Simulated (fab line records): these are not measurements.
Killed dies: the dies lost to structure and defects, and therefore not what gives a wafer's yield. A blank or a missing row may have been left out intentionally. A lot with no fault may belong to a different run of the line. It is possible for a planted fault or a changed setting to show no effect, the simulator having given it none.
The tool behind it: which one? | flow sky130 | 24 lots, 72 wafers sampled, at 6 steps of a route of 708

WHAT EACH GAUGE READ, for each wafer
SKY_VIA2_BOW_MEAS_03.
lot  | measured     | on           | VIA2_BOW (um)
L074 | day 35 00:28 | filmMetro-04 | 87 88 85
L075 | day 35 14:34 | filmMetro-04 | 95 84 70
L076 | day 36 08:21 | filmMetro-04 | 88 89 88
L077 | day 36 17:53 | filmMetro-02 | 87 77 81
L079 | day 36 21:20 | filmMetro-03 | 99 95 78
L078 | day 37 04:50 | filmMetro-04 | 80 84 92
L080 | day 37 09:11 | filmMetro-04 | 81 79 84
L081 | day 37 21:52 | filmMetro-04 | 93 86 90
L082 | day 37 22:31 | filmMetro-04 | 86 76 89
L083 | day 38 00:10 | filmMetro-03 | 92 102 89
L084 | day 38 10:40 | filmMetro-02 | 80 89 79
L085 | day 38 20:47 | filmMetro-03 | 86 88 84
L086 | day 39 02:40 | filmMetro-04 | 92 90 92
L087 | day 39 11:47 | filmMetro-04 | 77 86 79
L089 | day 39 19:53 | filmMetro-04 | 79 78 88
L088 | day 39 22:32 | filmMetro-03 | 85 96 88
L090 | day 40 08:25 | filmMetro-03 | 95 85 79
L091 | day 40 15:20 | filmMetro-04 | 86 91 94
L092 | day 40 18:02 | filmMetro-02 | 76 85 87
L093 | day 41 01:23 | filmMetro-02 | 82 83 88
L094 | day 41 11:33 | filmMetro-02 | 96 81 80
L095 | day 41 11:43 | filmMetro-03 | 85 77 87
L096 | day 41 18:16 | filmMetro-04 | 94 86 89
L097 | day 42 03:37 | filmMetro-03 | 91 93 102

SKY_METAL3_OVL_MEAS_14.
lot  | measured     | on         | METAL3_OVL (nm)
L074 | day 38 07:27 | overlay-01 | -13 -3 -13
L075 | day 38 21:22 | overlay-01 | 5 10 1
L076 | day 39 14:54 | overlay-01 | -10 -7 -3
L077 | day 39 23:07 | overlay-02 | -5 -8 -8
L079 | day 40 03:37 | overlay-01 | -13 -7 -7
L078 | day 40 09:38 | overlay-01 | -8 -7 -1
L080 | day 40 14:56 | overlay-01 | -4 -10 -3
L081 | day 41 02:59 | overlay-02 | -9 -3 3
L082 | day 41 03:43 | overlay-02 | -7 -13 0
L083 | day 41 05:28 | overlay-02 | -11 -4 -1
L084 | day 41 15:35 | overlay-01 | 9 0 2
L085 | day 42 01:02 | overlay-01 | 0 -6 -4
L086 | day 42 06:24 | overlay-01 | 7 3 -4
L087 | day 42 14:32 | overlay-02 | -8 -7 -4
L089 | day 42 21:38 | overlay-01 | -3 -8 -3
L088 | day 43 00:40 | overlay-01 | 0 -8 -1
L090 | day 43 09:40 | overlay-01 | 5 7 1
L091 | day 43 15:15 | overlay-02 | -5 -15 -10
L092 | day 43 18:41 | overlay-01 | -3 -5 -8
L093 | day 44 02:26 | overlay-02 | -4 -5 -1
L094 | day 44 11:41 | overlay-02 | 3 -3 2
L095 | day 44 12:05 | overlay-01 | -7 2 -1
L096 | day 44 16:46 | overlay-01 | 4 1 -2
L097 | day 45 02:03 | overlay-01 | -7 -6 2

SKY_VIA3_THK_MEAS_01.
lot  | measured     | on           | VIA3_HDPCVD_THK (nm)
L074 | day 38 08:35 | filmMetro-03 | 1655 1655 1643
L075 | day 38 22:30 | filmMetro-04 | 1658 1662 1644
L076 | day 39 16:26 | filmMetro-04 | 1648 1654 1651
L077 | day 40 00:14 | filmMetro-01 | 1636 1676 1645
L079 | day 40 04:46 | filmMetro-01 | 1680 1653 1677
L078 | day 40 10:45 | filmMetro-03 | 1645 1637 1633
L080 | day 40 16:08 | filmMetro-03 | 1635 1636 1643
L081 | day 41 04:11 | filmMetro-04 | 1626 1634 1615
L082 | day 41 04:51 | filmMetro-01 | 1656 1636 1649
L083 | day 41 06:38 | filmMetro-04 | 1639 1645 1652
L084 | day 41 16:44 | filmMetro-03 | 1641 1644 1638
L085 | day 42 02:17 | filmMetro-04 | 1608 1627 1636
L086 | day 42 07:37 | filmMetro-03 | 1619 1640 1620
L087 | day 42 15:43 | filmMetro-01 | 1619 1640 1623
L089 | day 42 22:48 | filmMetro-04 | 1645 1630 1632
L088 | day 43 01:47 | filmMetro-01 | 1659 1672 1641
L090 | day 43 10:47 | filmMetro-01 | 1632 1621 1633
L091 | day 43 16:23 | filmMetro-01 | 1647 1646 1635
L092 | day 43 19:49 | filmMetro-01 | 1638 1612 1619
L093 | day 44 03:34 | filmMetro-03 | 1621 1611 1652
L094 | day 44 12:49 | filmMetro-01 | 1634 1654 1626
L095 | day 44 13:13 | filmMetro-04 | 1626 1640 1634
L096 | day 44 17:54 | filmMetro-01 | 1657 1649 1673
L097 | day 45 03:18 | filmMetro-04 | 1618 1617 1625

WHAT TOOL EACH LOT RAN ON (gives the tool, then ch and the chambers of the sampled wafers, and finally the start)
lot  | SKY_METAL2_DESCUM_17             | SKY_CAPM_SPUTTER_02         | SKY_METAL3_METAL_ETCH_18
L074 | rieMetal-02 ch 0, day 34 22:56   | pvdSputter-03, day 36 03:28 | rieMetal-04 ch 0,1, day 38 07:41
L075 | rieMetal-02 ch 0, day 35 12:50   | pvdSputter-01, day 36 17:47 | rieMetal-03 ch 0,1, day 38 21:36
L076 | rieMetal-02 ch 0, day 36 06:55   | pvdSputter-01, day 37 12:17 | rieMetal-04 ch 0,1, day 39 15:05
L077 | rieMetal-03 ch 0,1, day 36 16:37 | pvdSputter-03, day 37 20:40 | rieMetal-04 ch 0,1, day 39 23:17
L079 | rieMetal-04 ch 0,1, day 36 19:58 | pvdSputter-03, day 38 01:10 | rieMetal-01 ch 0,1, day 40 03:51
L078 | rieMetal-02 ch 0,1, day 37 03:34 | pvdSputter-03, day 38 08:19 | rieMetal-03 ch 0,1, day 40 09:49
L080 | rieMetal-04 ch 0,1, day 37 07:55 | pvdSputter-03, day 38 12:14 | rieMetal-01 ch 0,1, day 40 15:07
L081 | rieMetal-04 ch 0,1, day 37 20:34 | pvdSputter-03, day 39 01:13 | rieMetal-04 ch 0,1, day 41 03:10
L082 | rieMetal-03 ch 0,1, day 37 21:13 | pvdSputter-01, day 39 01:30 | rieMetal-01 ch 0,1, day 41 03:57
L083 | rieMetal-02 ch 0,1, day 37 22:52 | pvdSputter-01, day 39 02:58 | rieMetal-03 ch 0,1, day 41 05:42
L084 | rieMetal-03 ch 0,1, day 38 09:25 | pvdSputter-01, day 39 13:33 | rieMetal-03 ch 0,1, day 41 15:46
L085 | rieMetal-02 ch 1, day 38 19:28   | pvdSputter-03, day 39 23:40 | rieMetal-04 ch 0,1, day 42 01:13
L086 | rieMetal-03 ch 0,1, day 39 01:22 | pvdSputter-03, day 40 05:17 | rieMetal-01 ch 0,1, day 42 06:38
L087 | rieMetal-04 ch 1, day 39 10:25   | pvdSputter-01, day 40 13:49 | rieMetal-01 ch 0, day 42 14:43
L089 | rieMetal-03 ch 0,1, day 39 18:35 | pvdSputter-03, day 40 21:45 | rieMetal-03 ch 0,1, day 42 21:52
L088 | rieMetal-03 ch 0,1, day 39 21:13 | pvdSputter-04, day 41 00:47 | rieMetal-04 ch 0,1, day 43 00:52
L090 | rieMetal-02 ch 1, day 40 06:58   | pvdSputter-01, day 41 10:01 | rieMetal-03 ch 1, day 43 09:52
L091 | rieMetal-04 ch 0,1, day 40 14:01 | pvdSputter-03, day 41 17:00 | rieMetal-01 ch 0,1, day 43 15:26
L092 | rieMetal-02 ch 1, day 40 16:31   | pvdSputter-01, day 41 19:50 | rieMetal-04 ch 0,1, day 43 18:52
L093 | rieMetal-04 ch 0,1, day 41 00:07 | pvdSputter-01, day 42 03:04 | rieMetal-04 ch 0,1, day 44 02:37
L094 | rieMetal-02 ch 0,1, day 41 10:13 | pvdSputter-04, day 42 13:05 | rieMetal-03 ch 0,1, day 44 11:52
L095 | rieMetal-04 ch 0,1, day 41 10:13 | pvdSputter-01, day 42 13:59 | rieMetal-04 ch 0,1, day 44 12:16
L096 | rieMetal-02 ch 0,1, day 41 16:55 | pvdSputter-03, day 42 18:56 | rieMetal-04 ch 0,1, day 44 16:58
L097 | rieMetal-04 ch 0,1, day 42 02:19 | pvdSputter-03, day 43 05:01 | rieMetal-04 ch 0,1, day 45 02:14
- SKY_METAL2_DESCUM_17: chemistry O2, time 8 s.
- SKY_CAPM_SPUTTER_02: material TiN, target thk 200 nm, time 166.7 s.
- SKY_METAL3_METAL_ETCH_18: etches the open film in Cl2/BCl3, stops on SiO2, target depth 845 nm, time 183.1 s.

AS READ BY THE TOOLS THEMSELVES (means over the sampled wafers that have a number; for cases with no such wafer, the mark the record gives instead)
SKY_METAL2_DESCUM_17.
lot  | tool        | drypumpMotorCurrentA (A) | heBacksideLeakSccm (sccm) | oesProductAu (a.u.)
L074 | rieMetal-02 | 5.8                      | 3.2                       | 0.992
L075 | rieMetal-02 | 5.7                      | 3.4                       | 1.006
L076 | rieMetal-02 | 5.8                      | 3.4                       | 0.997
L077 | rieMetal-03 | 5.3                      | 3.5                       | 1.009
L079 | rieMetal-04 | 5.9                      | 3.3                       | 0.999
L078 | rieMetal-02 | 5.5                      | 3.2                       | 1.003
L080 | rieMetal-04 | 5.9                      | 3.3                       | 1.000
L081 | rieMetal-04 | 5.9                      | 3.3                       | 1.001
L082 | rieMetal-03 | 5.3                      | 3.5                       | 1.002
L083 | rieMetal-02 | 5.4                      | 3.2                       | 0.994
L084 | rieMetal-03 | 5.3                      | 3.4                       | 1.007
L085 | rieMetal-02 | 4.9                      | 3.1                       | 0.997
L086 | rieMetal-03 | 5.3                      | 3.5                       | 1.004
L087 | rieMetal-04 | 5.8                      | 3.4                       | 0.988
L089 | rieMetal-03 | 5.3                      | 3.4                       | 1.012
L088 | rieMetal-03 | 5.2                      | 3.4                       | 0.997
L090 | rieMetal-02 | 4.9                      | 3.1                       | 0.993
L091 | rieMetal-04 | 5.9                      | 3.3                       | 0.998
L092 | rieMetal-02 | 4.9                      | 3.2                       | 0.997
L093 | rieMetal-04 | 6.0                      | 3.2                       | 0.989
L094 | rieMetal-02 | 5.2                      | 3.1                       | 1.004
L095 | rieMetal-04 | 5.9                      | 3.4                       | 0.996
L096 | rieMetal-02 | 5.5                      | 3.2                       | 1.002
L097 | rieMetal-04 | 5.9                      | 3.4                       | 1.004

SKY_CAPM_SPUTTER_02.
lot  | tool          | throttleValvePct (%)
L074 | pvdSputter-03 | 29.8
L075 | pvdSputter-01 | 31.1
L076 | pvdSputter-01 | 31.1
L077 | pvdSputter-03 | 29.3
L079 | pvdSputter-03 | 28.5
L078 | pvdSputter-03 | 28.7
L080 | pvdSputter-03 | 29.4
L081 | pvdSputter-03 | 29.9
L082 | pvdSputter-01 | 31.2
L083 | pvdSputter-01 | 31.3
L084 | pvdSputter-01 | 31.4
L085 | pvdSputter-03 | 29.4
L086 | pvdSputter-03 | 30.2
L087 | pvdSputter-01 | 31.1
L089 | pvdSputter-03 | 30.3
L088 | pvdSputter-04 | 30.8
L090 | pvdSputter-01 | 31.2
L091 | pvdSputter-03 | 28.7
L092 | pvdSputter-01 | 30.9
L093 | pvdSputter-01 | 31.2
L094 | pvdSputter-04 | 30.6
L095 | pvdSputter-01 | 31.4
L096 | pvdSputter-03 | 29.1
L097 | pvdSputter-03 | 28.8

SKY_METAL3_METAL_ETCH_18.
lot  | tool        | drypumpMotorCurrentA (A) | heBacksideLeakSccm (sccm) | oesProductAu (a.u.) | throttleValvePct (%)
L074 | rieMetal-04 | 5.9                      | 3.2                       | 0.861               | 22.258
L075 | rieMetal-03 | 5.2                      | 3.2                       | 0.858               | 22.265
L076 | rieMetal-04 | 5.9                      | 3.2                       | 0.870               | 22.257
L077 | rieMetal-04 | 5.9                      | 3.2                       | 0.860               | 22.258
L079 | rieMetal-01 | 6.5                      | 3.1                       | 0.863               | 22.269
L078 | rieMetal-03 | 5.3                      | 3.3                       | 0.871               | 22.269
L080 | rieMetal-01 | 6.3                      | 3.3                       | 0.866               | 22.266
L081 | rieMetal-04 | 5.9                      | 3.3                       | 0.865               | 22.267
L082 | rieMetal-01 | 6.5                      | 3.3                       | 0.859               | 22.263
L083 | rieMetal-03 | 5.3                      | 3.4                       | 0.862               | 22.274
L084 | rieMetal-03 | 5.3                      | 3.4                       | 0.869               | 22.271
L085 | rieMetal-04 | 5.8                      | 3.3                       | 0.865               | 22.264
L086 | rieMetal-01 | 6.3                      | 3.3                       | 0.865               | 22.269
L087 | rieMetal-01 | 6.2                      | 3.6                       | 0.869               | 22.261
L089 | rieMetal-03 | 5.3                      | 3.4                       | 0.859               | 22.264
L088 | rieMetal-04 | 5.9                      | 3.2                       | 0.861               | 22.271
L090 | rieMetal-03 | 5.1                      | 3.1                       | 0.869               | 22.258
L091 | rieMetal-01 | 6.3                      | 3.4                       | 0.862               | 22.258
L092 | rieMetal-04 | 5.9                      | 3.2                       | 0.867               | 22.266
L093 | rieMetal-04 | 5.9                      | 3.3                       | 0.864               | 22.271
L094 | rieMetal-03 | 5.3                      | 3.4                       | 0.866               | 22.265
L095 | rieMetal-04 | 5.9                      | 3.4                       | 0.856               | 22.276
L096 | rieMetal-04 | 5.9                      | 3.3                       | 0.870               | 22.269
L097 | rieMetal-04 | 6.0                      | 3.3                       | 0.855               | 22.257

THE ANSWER, worked out from the rows above alone
Rule: the lots themselves supply what counts as usual. The widest of any qualifying gaps counts: lots, ordered by their means at a reading, are off when they make up no more than a third of the lots, leave a main group of 4 or more, and stand apart from it by 3 or more times the standard deviation of that group's means. A main group is skipped when, at the precision printed for the reading in the tables above, its means are all equal. A lot without any number at a reading at which 4 lots or more have one is off too. Any other lot the step has rows for is counted as sound. After the gauges, taken in route order, come the tools' own readings; for these a lot's mean is taken, as printed above. At the first step where some lot is off, the reading lying furthest off is the one used; lots without a number count as furthest.
No lot is off at any reading shown: from this, nothing can be told.

WHAT THE SIMULATOR HAD PUT IN
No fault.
